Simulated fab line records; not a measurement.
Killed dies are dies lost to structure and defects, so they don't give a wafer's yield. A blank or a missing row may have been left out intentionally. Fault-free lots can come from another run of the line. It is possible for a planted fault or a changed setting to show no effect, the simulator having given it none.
fab line records -- flow sky130
record lots=13, wafers=39, last-day=50
route steps=708 shown LDD_HVN@271 LDD_LDN@296 SD_N@349 PAD_OPEN@708
lots untouched by any fault: they come from a run of this same line in which no faults occurred
start-h: the number of hours between the record's first day and the start of the first shown wafer of the lot -- wait-h: hours since the lot's step before -- " the same as in the row above -- L1.1+2: one row covering several wafers at once -- - value missing, or start not given -- * or withheld: withheld -- < > ~ a bound
route shown NAME@n: names a module that has steps shown in the file, with the first one's number in the route -- usual: average and standard deviation across the fault-free wafers -- same: alike in all rows -- chamber/n: place in a boat -- sites: each site's reading -- _std_site: the standard deviation of these -- _edge_site: mean of outer sites minus mean of inner sites -- radius-mm: how far each site lies from the wafer's centre -- mask NAME#n: copy n -- behind: the most recent tool/chamber to have shaped the wafer -- hold: reason for holding the lot/hours on hold/outcome of the hold -- device: which transistor (n, p or np) failed to switch -- end of line: the tests these same wafers got at the end of their route -- step lacking rows: just its recipe -- killed: at the first sort, the dies lost to defects and structure; wafer yield is something else -- map: dies across one wafer; x = killed, . = not, _ = none there
set.NAME: the run value of the setting; set.NAME@STEP: its run value at that earlier step -- model.NAME: the simulator's own value behind a step, which no gauge read
route steps across a sampled set of lots; one table per step, one row per wafer
services: when a tool's chamber went out of use (start-h, in hours from the record's first day, below 0 if earlier), for how many hours, and the reason
## steps
# step SKY_LDD_HVN_EXPOSE_04
# recipe mask-id=HVNTM, na=0.6, source-shape=conventional, sigma-outer=0.6, polarization=unpolarized, target-cd-nm=700, dose-mj=127
# usual exposure-dose-mJ-cm2=127.00/0.13, stage-vel-mm-s=499.99/0.26
# same sigma-outer=0.6
lot.wafer,tool,chamber,start-h,wait-h,mask,exposure-dose-mJ-cm2,stage-vel-mm-s
L884.1,iline-stepper-01,0,443.57,-,HVNTM#0,127.08,499.94
L884.2,iline-stepper-01,0,443.57,-,HVNTM#0,127.13,500.13
L884.5,iline-stepper-01,0,443.57,-,HVNTM#0,127.10,500.00
L885.2,iline-stepper-01,0,448.94,-,HVNTM#0,127.16,499.97
L885.3,iline-stepper-01,0,448.94,-,HVNTM#0,127.40,500.23
L885.6,iline-stepper-01,0,448.94,-,HVNTM#0,127.21,499.59
L886.3,iline-stepper-02,0,461.29,-,HVNTM#0,127.10,500.24
L886.5,iline-stepper-02,0,461.29,-,HVNTM#0,126.95,500.25
L886.6,iline-stepper-02,0,461.29,-,HVNTM#0,127.00,499.93
L888.1,iline-stepper-02,0,491.02,-,HVNTM#0,126.97,500.12
L888.4,iline-stepper-02,0,491.02,-,HVNTM#0,126.87,499.85
L888.6,iline-stepper-02,0,491.02,-,HVNTM#0,126.82,499.75
L889.2,iline-stepper-01,0,495.21,-,HVNTM#0,126.85,500.06
L889.4,iline-stepper-01,0,495.21,-,HVNTM#0,127.07,500.12
L889.6,iline-stepper-01,0,495.21,-,HVNTM#0,127.01,499.88
L895.3,iline-stepper-02,0,552.71,-,HVNTM_R1#0,127.04,500.23
L895.4,iline-stepper-02,0,552.71,-,HVNTM_R1#0,126.94,499.80
L895.5,iline-stepper-02,0,552.71,-,HVNTM_R1#0,126.94,499.95
L899.1,iline-stepper-02,0,582.17,-,HVNTM#0,126.98,500.13
L899.2,iline-stepper-02,0,582.17,-,HVNTM#0,127.16,499.87
L899.4,iline-stepper-02,0,582.17,-,HVNTM#0,126.89,499.84
L900.2,iline-stepper-01,0,584.72,-,HVNTM#0,127.01,499.58
L900.3,iline-stepper-01,0,584.72,-,HVNTM#0,126.66,499.72
L900.5,iline-stepper-01,0,584.72,-,HVNTM#0,126.78,500.40
L901.3,iline-stepper-02,0,599.59,-,HVNTM#0,126.93,500.08
L901.4,iline-stepper-02,0,599.59,-,HVNTM#0,127.14,499.77
L901.6,iline-stepper-02,0,599.59,-,HVNTM#0,127.13,500.35
L903.2,iline-stepper-02,0,617.46,-,HVNTM#0,126.80,499.82
L903.3,iline-stepper-02,0,617.46,-,HVNTM#0,126.99,499.83
L903.4,iline-stepper-02,0,617.46,-,HVNTM#0,126.93,500.20
L904.1,iline-stepper-01,0,622.89,-,HVNTM#0,127.03,499.82
L904.3,iline-stepper-01,0,622.89,-,HVNTM#0,126.90,500.27
L904.5,iline-stepper-01,0,622.89,-,HVNTM#0,126.93,500.23
L905.3,iline-stepper-02,0,629.63,-,HVNTM#0,127.24,499.94
L905.4,iline-stepper-02,0,629.63,-,HVNTM#0,127.01,499.82
L905.5,iline-stepper-02,0,629.63,-,HVNTM#0,127.03,499.56
L906.2,iline-stepper-02,0,640.19,-,HVNTM#0,126.88,499.79
L906.3,iline-stepper-02,0,640.19,-,HVNTM#0,127.00,499.86
L906.4,iline-stepper-02,0,640.19,-,HVNTM#0,127.11,499.72
# step SKY_LDD_LDN_OVL_MEAS_07
# usual LDD_LDN_OVL=0.4/1.6
lot.wafer,tool,chamber,start-h,wait-h,LDD_LDN_OVL[nm]
L884.1,overlay-02,-,521.83,0.1,-0.2
L884.2,overlay-02,-,521.83,0.1,-1.3
L884.5,overlay-02,-,521.83,0.1,-0.5
L885.2,overlay-02,-,527.57,0.1,-1.6
L885.3,overlay-02,-,527.57,0.1,-1.6
L885.6,overlay-02,-,527.57,0.1,-0.5
L886.3,overlay-02,-,539.03,0.1,-0.3
L886.5,overlay-02,-,539.03,0.1,0.1
L886.6,overlay-02,-,539.03,0.1,0.2
L888.1,overlay-01,-,567.38,0.1,-0.4
L888.4,overlay-01,-,567.38,0.1,-1.0
L888.6,overlay-01,-,567.38,0.1,-0.4
L889.2,overlay-02,-,571.67,0.1,1.1
L889.4,overlay-02,-,571.67,0.1,0.7
L889.6,overlay-02,-,571.67,0.1,1.4
L895.3,overlay-02,-,627.49,0.1,-1.4
L895.4,overlay-02,-,627.49,0.1,-0.7
L895.5,overlay-02,-,627.49,0.1,-0.7
L899.1,overlay-01,-,654.68,0.1,-0.8
L899.2,overlay-01,-,654.68,0.1,1.5
L899.4,overlay-01,-,654.68,0.1,0.3
L900.2,overlay-01,-,656.24,0.1,2.8
L900.3,overlay-01,-,656.24,0.1,3.6
L900.5,overlay-01,-,656.24,0.1,2.2
L901.3,overlay-02,-,671.54,0.1,0.7
L901.4,overlay-02,-,671.54,0.1,1.0
L901.6,overlay-02,-,671.54,0.1,0.4
L903.2,overlay-01,-,688.72,0.1,1.1
L903.3,overlay-01,-,688.72,0.1,2.8
L903.4,overlay-01,-,688.72,0.1,2.4
L904.1,overlay-02,-,693.88,0.1,-0.2
L904.3,overlay-02,-,693.88,0.1,-0.5
L904.5,overlay-02,-,693.88,0.1,-0.3
L905.3,overlay-01,-,700.54,0.1,2.5
L905.4,overlay-01,-,700.54,0.1,1.6
L905.5,overlay-01,-,700.54,0.1,2.5
L906.2,overlay-01,-,709.27,0.1,0.4
L906.3,overlay-01,-,709.27,0.1,-0.1
L906.4,overlay-01,-,709.27,0.1,3.1
# step SKY_SD_N_CD_MEAS_07
# recipe target-cd-nm=380
# usual cd-nm=381.0/2.9
lot.wafer,tool,chamber,start-h,wait-h,cd-nm
L884.1,cd-sem-01,-,642.78,0.1,378.0
L884.2,cd-sem-01,-,642.78,0.1,379.8
L884.5,cd-sem-01,-,642.78,0.1,379.2
L885.2,cd-sem-02,-,648.84,0.1,383.6
L885.3,cd-sem-02,-,648.84,0.1,384.8
L885.6,cd-sem-02,-,648.84,0.1,385.2
L886.3,cd-sem-01,-,660.52,0.1,382.2
L886.5,cd-sem-01,-,660.52,0.1,384.0
L886.6,cd-sem-01,-,660.52,0.1,381.1
L888.1,cd-sem-01,-,685.73,0.1,381.0
L888.4,cd-sem-01,-,685.73,0.1,379.5
L888.6,cd-sem-01,-,685.73,0.1,380.5
L889.2,cd-sem-01,-,690.84,0.1,377.7
L889.4,cd-sem-01,-,690.84,0.1,380.6
L889.6,cd-sem-01,-,690.84,0.1,380.9
L895.3,cd-sem-01,-,743.72,0.1,382.7
L895.4,cd-sem-01,-,743.72,0.1,378.7
L895.5,cd-sem-01,-,743.72,0.1,379.4
L899.1,cd-sem-01,-,767.43,0.1,377.2
L899.2,cd-sem-01,-,767.43,0.1,375.3
L899.4,cd-sem-01,-,767.43,0.1,378.6
L900.2,cd-sem-01,-,768.50,0.1,380.5
L900.3,cd-sem-01,-,768.50,0.1,381.7
L900.5,cd-sem-01,-,768.50,0.1,381.1
L901.3,cd-sem-01,-,783.67,0.1,381.4
L901.4,cd-sem-01,-,783.67,0.1,380.3
L901.6,cd-sem-01,-,783.67,0.1,381.5
L903.2,cd-sem-02,-,798.70,0.1,387.9
L903.3,cd-sem-02,-,798.70,0.1,384.3
L903.4,cd-sem-02,-,798.70,0.1,385.2
L904.1,cd-sem-01,-,803.88,0.1,378.5
L904.3,cd-sem-01,-,803.88,0.1,379.8
L904.5,cd-sem-01,-,803.88,0.1,379.0
L905.3,cd-sem-01,-,811.12,0.1,380.4
L905.4,cd-sem-01,-,811.12,0.1,377.7
L905.5,cd-sem-01,-,811.12,0.1,376.8
L906.2,cd-sem-01,-,819.19,0.1,381.9
L906.3,cd-sem-01,-,819.19,0.1,382.5
L906.4,cd-sem-01,-,819.19,0.1,383.3
# step SKY_SD_N_TW_MEAS_12
# usual SD_N_TW=3998/28
lot.wafer,tool,chamber,start-h,wait-h,SD_N_TW
L884.1,film-metro-03,-,643.33,0.1,4015
L884.2,film-metro-03,-,643.33,0.1,4006
L884.5,film-metro-03,-,643.33,0.1,4023
L885.2,film-metro-01,-,649.38,0.1,3990
L885.3,film-metro-01,-,649.38,0.1,3985
L885.6,film-metro-01,-,649.38,0.1,3984
L886.3,film-metro-03,-,661.07,0.1,4023
L886.5,film-metro-03,-,661.07,0.1,4032
L886.6,film-metro-03,-,661.07,0.1,4037
L888.1,film-metro-04,-,686.29,0.1,4008
L888.4,film-metro-04,-,686.29,0.1,4000
L888.6,film-metro-04,-,686.29,0.1,3994
L889.2,film-metro-01,-,691.38,0.1,4032
L889.4,film-metro-01,-,691.38,0.1,4019
L889.6,film-metro-01,-,691.38,0.1,4005
L895.3,film-metro-04,-,744.25,0.1,3947
L895.4,film-metro-04,-,744.25,0.1,3970
L895.5,film-metro-04,-,744.25,0.1,3956
L899.1,film-metro-03,-,767.99,0.1,4032
L899.2,film-metro-03,-,767.99,0.1,4025
L899.4,film-metro-03,-,767.99,0.1,4031
L900.2,film-metro-03,-,769.04,0.1,4034
L900.3,film-metro-03,-,769.04,0.1,4012
L900.5,film-metro-03,-,769.04,0.1,4014
L901.3,film-metro-04,-,784.20,0.1,3994
L901.4,film-metro-04,-,784.20,0.1,3977
L901.6,film-metro-04,-,784.20,0.1,3993
L903.2,film-metro-04,-,799.25,0.1,4010
L903.3,film-metro-04,-,799.25,0.1,3996
L903.4,film-metro-04,-,799.25,0.1,3995
L904.1,film-metro-03,-,804.44,0.1,3967
L904.3,film-metro-03,-,804.44,0.1,4020
L904.5,film-metro-03,-,804.44,0.1,4041
L905.3,film-metro-04,-,811.66,0.1,4000
L905.4,film-metro-04,-,811.66,0.1,4014
L905.5,film-metro-04,-,811.66,0.1,4005
L906.2,film-metro-04,-,819.73,0.1,3958
L906.3,film-metro-04,-,819.73,0.1,3972
L906.4,film-metro-04,-,819.73,0.1,3964
# step SKY_PAD_OPEN_PROBE_99
# usual killed_at_M0_to_M3=44/7, killed_at_M4_up=3.0/1.8, killed-at-contacts=24/4.9, killed-at-front-end=15/5, killed-at-other=0.2/0.53, killed-dies=87/8.7, killed-open=48/6.8, killed-short=39/5.7
# same gross-dies=492, killed-at-back-side=0
lot.wafer,tool,chamber,start-h,wait-h,killed_at_M0_to_M3,killed_at_M4_up,killed-at-contacts,killed-at-front-end,killed-at-other,killed-dies,killed-open,killed-short
L895.3,prober-01,-,1148.04,0.2,38,2,26,14,0,80,45,35
L895.4,prober-01,-,1148.09,0.2,46,4,24,11,0,85,46,39
L895.5,prober-01,-,1148.14,0.2,29,3,20,16,1,69,32,37
L899.1,prober-02,-,1160.58,0.1,50,3,30,8,0,91,52,39
L899.2,prober-02,-,1160.63,0.1,51,3,16,20,0,90,60,30
L899.4,prober-02,-,1160.73,0.2,43,6,23,3,0,75,38,37
L900.2,prober-01,-,1163.02,0.1,39,3,33,9,0,84,54,30
L900.3,prober-01,-,1163.07,0.2,52,4,22,17,0,95,51,44
L900.5,prober-01,-,1163.17,0.2,49,4,21,15,0,89,42,47
# killed by level:class
L895.3 LI_CONTACT:geometric-particle:open=9 VIA1:geometric-particle:open=9 CONTACT:geometric-particle:open=8 METAL2:geometric-particle:short=7 CONTACT:geometric-particle:short=6 METAL1:geometric-particle:short=6 VIA3:geometric-particle:open=5 FIELD_ISO:geometric-particle:open=4
L895.4 VIA3:geometric-particle:open=9 METAL2:geometric-particle:short=8 CONTACT:geometric-particle:open=8 LI_CONTACT:geometric-particle:open=7 VIA2:geometric-particle:open=6 VIA1:geometric-particle:open=5 METAL1:geometric-particle:short=4 VIA1:geometric-particle:short=4
L895.5 CONTACT:geometric-particle:short=7 VIA3:geometric-particle:open=6 VIA1:geometric-particle:open=5 LOCAL_INTERCONNECT:geometric-particle:short=5 METAL1:geometric-particle:short=5 METAL2:geometric-particle:short=5 FIELD_ISO:geometric-particle:open=4 FIELD_ISO:geometric-particle:short=4
L899.1 CONTACT:geometric-particle:open=19 VIA1:geometric-particle:open=12 METAL1:geometric-particle:short=8 VIA1:geometric-particle:short=7 METAL2:geometric-particle:short=6 VIA3:geometric-particle:open=6 LI_CONTACT:geometric-particle:open=5 FIELD_ISO:geometric-particle:open=4
L899.2 VIA3:geometric-particle:open=14 VIA1:geometric-particle:open=13 FIELD_ISO:geometric-particle:open=8 VIA1:geometric-particle:short=7 CONTACT:geometric-particle:open=6 METAL2:geometric-particle:short=5 POLY_GATE:geometric-particle:short=4 POLY_GATE:geometric-particle:open=4
L899.4 VIA1:geometric-particle:open=11 CONTACT:geometric-particle:open=7 VIA1:geometric-particle:short=7 METAL1:geometric-particle:short=6 LI_CONTACT:geometric-particle:open=5 LOCAL_INTERCONNECT:geometric-particle:short=5 METAL2:geometric-particle:short=5 CONTACT:geometric-particle:short=4
L900.2 VIA1:geometric-particle:open=14 CONTACT:geometric-particle:open=12 LI_CONTACT:geometric-particle:open=11 VIA3:geometric-particle:open=6 LI_CONTACT:geometric-particle:short=4 METAL2:geometric-particle:short=4 LOCAL_INTERCONNECT:geometric-particle:short=3 CONTACT:geometric-particle:short=3
L900.3 VIA1:geometric-particle:open=17 METAL1:geometric-particle:short=7 LI_CONTACT:geometric-particle:open=6 LI_CONTACT:geometric-particle:short=6 VIA1:geometric-particle:short=6 METAL2:geometric-particle:short=6 VIA3:geometric-particle:open=6 FIELD_ISO:geometric-particle:open=5
L900.5 VIA1:geometric-particle:short=8 VIA1:geometric-particle:open=8 LI_CONTACT:geometric-particle:open=8 VIA3:geometric-particle:open=8 METAL2:geometric-particle:short=7 CONTACT:geometric-particle:open=6 VIA2:geometric-particle:short=5 POLY_GATE:geometric-particle:short=4
## services
tool,chamber,start-h,hours,kind
iline-stepper-02,-,464.15,1.7,pm
iline-stepper-02,-,482.10,5.3,repair
iline-stepper-02,-,487.35,2.1,pm
iline-stepper-02,-,489.44,-,consumable-replace:lamp
iline-stepper-01,-,498.53,8.9,pm
iline-stepper-02,-,518.93,9.0,repair
iline-stepper-01,-,628.99,1.7,pm
## key
first-sign step=SKY_LDD_HVN_EXPOSE_04, reading=mask, direction=changed
effect none on later readings
met-at SKY_LDD_HVN_EXPOSE_04
struck-lots L895
tester-left-out L895
not-acting-at SKY_LDD_LDN_OVL_MEAS_07,SKY_SD_N_CD_MEAS_07,SKY_SD_N_TW_MEAS_12
onset-between 491.02 552.71
fault kind=wrong-mask, tool=any, chamber=-, onset-h=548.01, steps=SKY_LDD_HVN_EXPOSE_04, aux-copy=HVNTM_R1#0, cd-offset-nm=105, scope=struck-lots-only
# tester-left-out: of these lots the tester's yield and bins aren't shown, on N5 and GAA mostly nor the transistor test; their killed dies are dies lost to structure and defects alone, not to doping, threshold or leakage, so they don't give the yield
